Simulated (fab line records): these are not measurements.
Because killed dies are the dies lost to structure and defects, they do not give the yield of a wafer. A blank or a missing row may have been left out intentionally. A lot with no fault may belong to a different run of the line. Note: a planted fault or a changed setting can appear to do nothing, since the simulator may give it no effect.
Struck lot and sound lot, side by side	flow sky130	32 out of 708 route steps
Sound: wafers L367.1, L367.4, L367.6. The struck wafers were L376.2, L376.3, L376.6. The cause is named last.
Per side, at each step with rows, come the tool, then ch with its chambers, and then its first start. Under that, the readings that differ: sound wafers	struck wafers	difference of the means	sigmas: that difference in standard deviations of wafers without a fault.
alike: a reading whose means differ by less than 2 such deviations, as well as words and numbers matching on both sides. not compared: withheld readings; readings where some wafer has no value; bounds like >300 that might hide an equal value; numbers whose values overlap and for which the record gives no deviation.
Wherever a step has rows on one side only, a row that says differs or no value, or a row with sigmas, the two part there. Numbers that don't overlap but have no deviation are shown without sigmas and don't part them. A reading that every wafer of one side lacks parts them only if that side has two wafers or more.

SKY_PWDE_OVL_MEAS_07:
  struck on overlay-01, day 6 20:28; sound on overlay-02, day 4 19:16
  alike: PWDE_OVL
following that, these wafers have no rows for 1 step: SKY_PWDE_IMPLANT_08.
SKY_PWDE_STRIP_09: strips in O2/N2.
  sound on plasma asher-04 ch 1, day 4 19:26; struck on plasma asher-04 ch 0,1, day 6 20:38
  alike: drypump motor current A, oes product au, strip time to endpoint s
  not compared: rf hours counter h
SKY_PWDE_TW_MEAS_10:
  struck on film metro-02, day 6 20:45; sound on film metro-03, day 4 19:32
reading	sound	struck	difference	sigmas
PWDE_TW	370.8 372.8 370.3	377.0 375.2 375.7	+4.7	+3
then, 7 steps without rows for these wafers: SKY_NWELL_DEHYDRATE_03 (time 60 s); SKY_NWELL_HMDS_04 (prime time 60 s); SKY_NWELL_COAT_05 (resist thk 3000 nm); SKY_NWELL_SOFTBAKE_06; SKY_NWELL_EXPOSE_07 (exposes mask NWM, target cd 840 nm); SKY_NWELL_PEB_08; SKY_NWELL_DEVELOP_09 (develop time 60 s).
SKY_NWELL_OVL_MEAS_10:
  struck on overlay-01, day 7 16:50; sound on overlay-01, day 5 12:47
  alike: NWELL_00_OVL
SKY_NWELL_IMPLANT_11:
  sound on implanter-03 ch 0, day 5 12:50; struck on implanter-03 ch 0, day 7 16:53
reading	sound	struck	difference	sigmas
dose ions cm2	1.9011e+13 1.8981e+13 1.9006e+13	2.1358e+13 2.1344e+13 2.1333e+13	+2.3457e+12	+99 or more
faraday current uA	106.0 109.4 106.6	123.5 119.2 123.4	+14.7	+7
then, 2 steps without rows for these wafers: SKY_NWELL_IMPLANT_12; SKY_NWELL_IMPLANT_13.
SKY_NWELL_STRIP_14: strips in O2/N2.
  sound on plasma asher-03 ch 0,1, day 5 13:17; struck on plasma asher-04 ch 0,1, day 7 17:19
  alike: drypump motor current A, oes product au, strip time to endpoint s
  not compared: rf hours counter h
SKY_NWELL_TW_MEAS_15:
  struck on film metro-02, day 7 17:25; sound on film metro-03, day 5 13:23
reading	sound	struck	difference	sigmas
NWELL_TW	1810 1816 1805	1886 1894 1895	+81	+9
then, 7 steps without rows for these wafers: SKY_NWELL_DEHYDRATE_16 (time 60 s); SKY_NWELL_HMDS_17 (prime time 60 s); SKY_NWELL_COAT_18 (resist thk 3000 nm); SKY_NWELL_SOFTBAKE_19; SKY_NWELL_EXPOSE_20 (exposes mask NWM COMPLEMENT, target cd 840 nm); SKY_NWELL_PEB_21; SKY_NWELL_DEVELOP_22 (develop time 60 s).
SKY_NWELL_OVL_MEAS_23:
  struck on overlay-02, day 8 13:20; sound on overlay-01, day 6 05:50
  alike: NWELL_01_OVL
following that, these wafers have no rows for 1 step: SKY_NWELL_IMPLANT_24.
SKY_NWELL_STRIP_25: strips in O2/N2.
  sound on plasma asher-03 ch 0,1, day 6 06:01; struck on plasma asher-04 ch 1, day 8 13:32
  alike: drypump motor current A, oes product au, strip time to endpoint s
  not compared: rf hours counter h
SKY_NWELL_TW_MEAS_26:
  struck on film metro-03, day 8 13:38; sound on film metro-02, day 6 06:07
  alike: NWELL_2_TW
then, 1 step without rows for these wafers: SKY_NWELL_CLEAN_27 (cleans in SC1/SC2, time 150 s).
SKY_NWELL_RTA_28: time 30 s.
  sound on rtp anneal-02 ch 0, day 6 06:13; struck on rtp anneal-02 ch 0, day 8 13:45
  alike: lamp power pct, wafer_temp_C_max
SKY_NWELL_RS_MEAS_29: measurement is done with a four-point probe.
  struck on film metro-02, day 8 13:52; sound on film metro-02, day 6 06:25
reading	sound	struck	difference	sigmas
NWELL_RS (ohm/sq)	625.7 626.1 626.7	588.4 588.3 587.6	-38.1	-22
-- the record jumps here: 40 days lie between the struck wafers' starts before and after (it left off in module NWELL and takes up again in module PAD_OPEN, whose first step shown is number 708 of the route) --
SKY_PAD_OPEN_PROBE_99:
  struck on prober-01, day 48 19:22; sound on prober-02, day 46 11:29
reading	sound	struck	difference	sigmas
model.etest.res nwell.line ohm um	1202 1191 1179	975.6 979.9 980.7	-211.9	
model.etest.res nwell.rs ohm sq	1016 978.6 978.7	828.5 823.2 824	-165.9	
model.etest.field p.vt v (V)	-43.79 -42.34 -42.16	-41.55 -41.01 -41.56	+1.39	
  alike: killed_at_M0_to_M3, killed_at_M4_up, killed at contacts, killed at front end, killed at other, killed dies, killed open, killed short
  not compared: model.etest.nfet_16v.r on ohm um

== WHERE THEY PART ==
Last at SKY_NWELL_RS_MEAS_29 as far as this record goes, first at SKY_PWDE_TW_MEAS_10. Later steps at which nothing parts them and some readings are alike: SKY_PAD_OPEN_PROBE_99.

WHY: whatever the simulator had introduced
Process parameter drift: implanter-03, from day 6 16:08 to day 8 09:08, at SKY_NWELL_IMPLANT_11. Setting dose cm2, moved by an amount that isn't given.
